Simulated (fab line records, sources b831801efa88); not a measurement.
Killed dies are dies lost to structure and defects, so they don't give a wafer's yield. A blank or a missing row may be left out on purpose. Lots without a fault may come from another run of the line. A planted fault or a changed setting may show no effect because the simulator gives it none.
Split-lot experiment | flow sfq_line | 5 lots, 23 wafers read, on a route of 325 steps

THE SPLIT
At SFQ_TRILAYER_I2_CMP_CMP_064 (polishes SiO2), the setting leave_above_ref_nm was moved away from the recipe's 200 nm on 11 of the 23 wafers read, by -2.0% to +6.4%. The other wafers ran this setting at the recipe's value.

FROM THE SPLIT TO THE READING: what the file shows between them, 6 steps
- SFQ_TRILAYER_I2_METRO_MEASURE_065
- SFQ_TRILAYER_I2_VIA_LITHO_COAT_067: resist thk 650 nm (also split here: resist_thk_nm)
- SFQ_TRILAYER_I2_VIA_LITHO_EXPOSE_068: exposes mask I2, target cd 500 nm (also split here: dose_mj)
- SFQ_TRILAYER_I2_VIA_LITHO_PEB_070: peb time 60 s
- SFQ_TRILAYER_I2_VIA_LITHO_DEVELOP_069: time 60 s
- SFQ_TRILAYER_I2_VIA_BARC_OPEN_VIA_ETCH_096: etches BARC in O2, target depth 125 nm, time 41.7 s

THE READING
oes_product_au, in a.u., at SFQ_TRILAYER_I2_VIA_ETCH_VIA_ETCH_070 (etches SiO2 in CHF3, stops on Nb, target depth 260 nm). Fault-free wafers of this fab line usually give 0.854 a.u., standard deviation 0.0045 a.u..

wafer  | tool, chamber at the split | leave_above_ref_nm as run, nm | against the recipe | oes_product_au, a.u. | against lot-mates on the recipe
L075.1 | cmp-01, 0                  | 200                           | recipe             | 0.863                | -
L075.3 | cmp-01, 1                  | 200                           | recipe             | 0.860                | -
L075.4 | cmp-01, 3                  | 212.4                         | +6.2%              | 0.889                | +0.028
L075.5 | cmp-01, 2                  | 212.4                         | +6.2%              | 0.883                | +0.022
L075.6 | cmp-01, 3                  | 212.4                         | +6.2%              | 0.888                | +0.027
L077.1 | cmp-01, 3                  | 196                           | -2.0%              | 0.844                | -0.007
L077.2 | cmp-01, 0                  | 196                           | -2.0%              | 0.839                | -0.012
L077.3 | cmp-01, 1                  | 200                           | recipe             | 0.851                | -
L077.4 | cmp-01, 2                  | 196                           | -2.0%              | 0.843                | -0.008
L077.5 | cmp-01, 3                  | 200                           | recipe             | 0.852                | -
L078.1 | cmp-01, 1                  | 212.8                         | +6.4%              | 0.888                | +0.030
L078.3 | cmp-01, 0                  | 212.8                         | +6.4%              | 0.885                | +0.027
L078.4 | cmp-01, 3                  | 212.8                         | +6.4%              | 0.882                | +0.024
L078.5 | cmp-01, 2                  | 200                           | recipe             | 0.860                | -
L078.6 | cmp-01, 1                  | 200                           | recipe             | 0.856                | -
L079.1 | cmp-01, 3,1                | 209.3                         | +4.6%              | 0.879                | +0.020
L079.2 | cmp-01, 0                  | 200                           | recipe             | 0.860                | -
L079.3 | cmp-01, 3,1                | 209.3                         | +4.6%              | 0.875                | +0.016
L079.4 | cmp-01, 2                  | 200                           | recipe             | 0.863                | -
L079.5 | cmp-01, 3                  | 200                           | recipe             | 0.854                | -
L082.1 | cmp-02, 2                  | 200                           | recipe             | 0.850                | -
L082.2 | cmp-02, 0                  | 200                           | recipe             | 0.845                | -
L082.4 | cmp-02, 1                  | 200                           | recipe             | 0.853                | -
Where a row lists several chambers, the file gives one row for several wafers and doesn't say which wafer went through which chamber.

THE FIT
A straight line over all 23 wafers: oes_product_au changes by +0.00498 a.u. for each +1% of leave_above_ref_nm; r = +0.96; the points scatter about the line by 0.0047 a.u..
The same after taking each lot's own level away (the mean of its wafers on the recipe; 23 wafers): +0.00417 a.u. for each +1%; r = +0.98; scatter 0.0027 a.u..
On that fit, the largest move of leave_above_ref_nm shifts the reading by 0.027 a.u..
The lots' own levels span 0.8493 to 0.8615 a.u., that is 2.7 times the standard deviation above.
So the lot-to-lot level changes the slope: the two fits differ.
Check: with one of the wafers moved furthest among these (+6.4%) left out of the fit, the line predicts +0.0258 a.u. for it against its lot-mates. It came out at +0.03 a.u. against them.

OTHER SPLITS ON THESE WAFERS
These wafers also went through other splits before the reading. Each is held against what the fit with the lots' levels taken away leaves over:
other split on the same wafers                   | wafers away from the commonest value | r with oes_product_au (lot level and that fit taken away)
SFQ_TRILAYER_I2_VIA_LITHO_COAT_067 resist_thk_nm | 8                                    | +0.03
SFQ_TRILAYER_I2_VIA_LITHO_EXPOSE_068 dose_mj     | 7                                    | -0.09

THE WHOLE CHAIN: every reading that the file lists as answering this split, in the file's order
step                                  | what it does                                          | reading                                                                                   | change (the file's fit)                   | r (the file's)
SFQ_TRILAYER_I2_CMP_CMP_064           | polishes SiO2                                         | SiO2_of_TRILAYER_I2_DEP_PECVD_063.thk_nm (the simulator's own value, which no gauge read) | +1.97 nm for each +1% of the setting      | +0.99
SFQ_TRILAYER_I2_METRO_MEASURE_065     |                                                       | thk_nm                                                                                    | +1.97 nm for each +1% of the setting      | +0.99
SFQ_TRILAYER_I2_VIA_ETCH_VIA_ETCH_070 | etches SiO2 in CHF3, stops on Nb, target depth 260 nm | oes_product_au                                                                            | +0.00414 a.u. for each +1% of the setting | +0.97
SFQ_TRILAYER_I2_VIA_ETCH_VIA_ETCH_070 | etches SiO2 in CHF3, stops on Nb, target depth 260 nm | I2.feature_depth_nm (the simulator's own value, which no gauge read)                      | +1.97 nm for each +1% of the setting      | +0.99
SFQ_TRILAYER_I2_VIA_ETCH_VIA_ETCH_070 | etches SiO2 in CHF3, stops on Nb, target depth 260 nm | etch.depth_nm (the simulator's own value, which no gauge read)                            | +1.98 nm for each +1% of the setting      | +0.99

THE FILE'S OWN FIT
oes_product_au changes by +0.00414 a.u. for each +1% of leave_above_ref_nm, r = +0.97.
